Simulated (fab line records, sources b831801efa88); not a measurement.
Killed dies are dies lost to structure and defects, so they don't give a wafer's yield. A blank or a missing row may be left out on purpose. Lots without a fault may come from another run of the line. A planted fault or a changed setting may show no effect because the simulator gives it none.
Which tool did it? | flow gf180mcu | 11 lots, 33 wafers sampled, at 5 steps of a route of 602

WHAT THE GAUGES READ, wafer by wafer
GF_STI_THK_MEAS_24. Usual: STI_CVD_23_THK 650 nm, standard deviation 6.6.
lot  | measured    | on            | STI_CVD_23_THK (nm)     | flag
L998 | day 2 03:32 | film_metro-02 | 655 640 650             |
L999 | day 2 09:31 | film_metro-02 | 644 635 642             |
L100 | day 2 14:50 | film_metro-02 | 648 650 657             |
L101 | day 2 18:50 | film_metro-01 | 655 652 641             |
L102 | day 3 00:43 | film_metro-02 | 645 647 648             |
L105 | day 3 17:25 | film_metro-04 | 639 643 652             |
L107 | day 4 03:08 | film_metro-01 | 654 652 654             |
L109 | day 4 11:35 | film_metro-01 | 289 656 661 289 656 661 | OFF
L110 | day 4 17:15 | film_metro-04 | 287 655 661 287 655 661 | OFF
L114 | day 5 15:14 | film_metro-01 | 646 642 659             |
L115 | day 5 18:07 | film_metro-04 | 645 652 640             |

GF_MVPSD_OVL_MEAS_07. Usual: MVPSD_OVL -1.3 nm, standard deviation 1.1.
lot  | measured    | on         | MVPSD_OVL (nm) | flag
L998 | day 5 00:02 | overlay-02 | -0.9 -1.0 -0.8 |
L999 | day 5 06:03 | overlay-02 | -0.2 -2.4 -1.2 |
L100 | day 5 13:26 | overlay-02 | -1.1 0.2 -0.6  |
L101 | day 5 19:55 | overlay-01 | -1.7 -0.7 -0.7 |
L102 | day 6 01:17 | overlay-01 | -1.8 -1.3 -1.9 |
L105 | day 6 20:22 | overlay-02 | -2.0 -1.8 -1.6 |
L107 | day 7 06:38 | overlay-01 | -2.1 -0.6 -1.4 |
L109 | day 7 18:04 | overlay-01 | -2.0 -1.2      |
L110 | day 8 00:57 | overlay-02 | -1.2 -1.0      |
L114 | day 9 00:11 | overlay-02 | -0.3 -2.7 -1.8 |
L115 | day 9 05:17 | overlay-01 | -0.9 -1.4 -2.3 |

GF_VT_IMPLANT_OVL_MEAS_07. Usual: VT_IMPLANT_OVL -0.5 nm, standard deviation 1.3.
lot  | measured    | on         | VT_IMPLANT_OVL (nm) | flag
L998 | day 5 13:46 | overlay-01 | -0.9 -0.4 -0.3      |
L999 | day 5 20:13 | overlay-01 | 0.2 0.6 0.1         |
L100 | day 6 04:29 | overlay-02 | -1.2 -0.9 -0.6      |
L101 | day 6 11:34 | overlay-02 | 0.5 0.1 0.2         |
L102 | day 6 17:06 | overlay-01 | -2.7 -2.7 -1.5      |
L105 | day 7 13:01 | overlay-02 | -1.3 0.2 -0.5       |
L107 | day 7 23:21 | overlay-01 | -1.7 -0.6 -1.6      |
L109 | day 8 11:07 | overlay-01 | -1.6 -0.2           |
L110 | day 8 17:25 | overlay-01 | -1.8 -2.1           |
L114 | day 9 17:53 | overlay-01 | -0.3 0.5 0.3        |
L115 | day 9 22:39 | overlay-02 | 0.4 0.9 0.1         |

WHICH TOOL RAN EACH LOT (tool, then ch and the chambers of the sampled wafers, then the start)
lot  | GF_STI_CVD_23                   | GF_STI_CMP_25
L998 | hdpcvd-01 ch 0,1, day 2 03:28   | cmp-01 ch 1,2,3, day 2 03:41
L999 | hdpcvd-02 ch 1,2, day 2 09:25   | cmp-01 ch 0,2, day 2 09:34
L100 | hdpcvd-01 ch 0,1, day 2 14:46   | cmp-01 ch 1,2, day 2 14:57
L101 | hdpcvd-01 ch 1,2, day 2 18:46   | cmp-01 ch 1,2,3, day 2 18:57
L102 | hdpcvd-02 ch 0,2, day 3 00:37   | cmp-02 ch 0,1,3, day 3 00:49
L105 | hdpcvd-02 ch 1,2, day 3 17:20   | cmp-02 ch 1,2, day 3 17:40
L107 | hdpcvd-02 ch 0,1, day 4 03:04   | cmp-02 ch 0,1,2, day 4 03:12
L109 | hdpcvd-02 ch 1,2, day 4 11:31   | cmp-01 ch 1,2,3, day 4 14:47
L110 | hdpcvd-02 ch 0,1,2, day 4 17:10 | cmp-02 ch 0,2,3, day 4 20:35
L114 | hdpcvd-01 ch 0,1,2, day 5 15:10 | cmp-01 ch 0,1,2, day 5 15:18
L115 | hdpcvd-01 ch 0,1,2, day 5 18:02 | cmp-02 ch 0,1,2, day 5 18:11
- GF_STI_CVD_23: deposits SiO2, target thk 650 nm, time 108.3 s.
- GF_STI_CMP_25: polishes, stops on Si3N4, t overpolish 33 s, target thk 524.6 nm.

WHAT THE TOOLS THEMSELVES READ (means of the sampled wafers that have a number; where no wafer has one, the mark that the record gives instead)
GF_STI_CVD_23. Usual: pressure_mtorr 5.998 mTorr, standard deviation 0.012.
lot  | tool      | pressure_mtorr (mTorr) | flag
L998 | hdpcvd-01 | 6.000                  |
L999 | hdpcvd-02 | 5.993                  |
L100 | hdpcvd-01 | 6.007                  |
L101 | hdpcvd-01 | 5.993                  |
L102 | hdpcvd-02 | 5.989                  |
L105 | hdpcvd-02 | 6.000                  |
L107 | hdpcvd-02 | 6.013                  |
L109 | hdpcvd-02 | 5.983                  |
L110 | hdpcvd-02 | 6.006                  |
L114 | hdpcvd-01 | 5.997                  |
L115 | hdpcvd-01 | 5.981                  |

GF_STI_CMP_25. Usual: edge_zone_pressure_frac 1.000, standard deviation 0.0051; motor_current_A 11.9 A, standard deviation 1.2; slurry_filter_dp_kPa 13.47 kPa, standard deviation 0.15; time_to_endpoint_s 127 s, standard deviation 5.5.
lot  | tool   | edge_zone_pressure_frac | motor_current_A (A) | slurry_filter_dp_kPa (kPa) | time_to_endpoint_s (s) | flag
L998 | cmp-01 | 1.000                   | 11.8                | 13.42                      | 131                    |
L999 | cmp-01 | 1.005                   | 12.1                | 13.47                      | 129                    |
L100 | cmp-01 | 1.000                   | 12.6                | 13.55                      | 133                    |
L101 | cmp-01 | 0.995                   | 11.8                | 13.48                      | 129                    |
L102 | cmp-02 | 1.002                   | 11.1                | 13.37                      | 121                    |
L105 | cmp-02 | 0.998                   | 11.2                | 13.47                      | 126                    |
L107 | cmp-02 | 1.006                   | 11.4                | 13.47                      | 124                    |
L109 | cmp-01 | 0.999                   | 11.3                | 13.51                      | 107                    | OFF
L110 | cmp-02 | 1.005                   | 12.0                | 13.38                      | 106                    | OFF
L114 | cmp-01 | 0.999                   | 12.4                | 13.41                      | 127                    |
L115 | cmp-02 | 0.999                   | 11.8                | 13.73                      | 119                    |

THE ANSWER, worked out from the rows above alone
Rule: a lot is off if the mean of its wafers that have a number lies more than 3 standard deviations from the usual mean. A lot without any number at a reading at which 4 lots or more have one is off too. The other lots that the step has rows for count as sound. The gauges are gone through in route order, then the tools' own readings, and for those a lot's mean is taken as printed above. The first step at which some lot is off is used, and at that step the reading that is off furthest; a lot without a number counts as furthest.
Off: L109, L110, at GF_STI_THK_MEAS_24 (STI_CVD_23_THK).
A tool fits if, at a process step before that reading, it ran every lot that is off, and no sound lot after the first of them. The gauges at GF_STI_THK_MEAS_24 aren't tried: what is off there is off at GF_STI_CMP_25 too, on other tools, and a gauge's error can't cause that. One fits: hdpcvd-02 at GF_STI_CVD_23. Its last sound lot is L107 (day 4 03:04), its first lot that is off L109 (day 4 11:31): a fault that began between those two fits.

WHAT THE SIMULATOR HAD PUT IN
Process parameter drift: hdpcvd-02, from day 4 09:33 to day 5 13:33, at GF_STI_CVD_23. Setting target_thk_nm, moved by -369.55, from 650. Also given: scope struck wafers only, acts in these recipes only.
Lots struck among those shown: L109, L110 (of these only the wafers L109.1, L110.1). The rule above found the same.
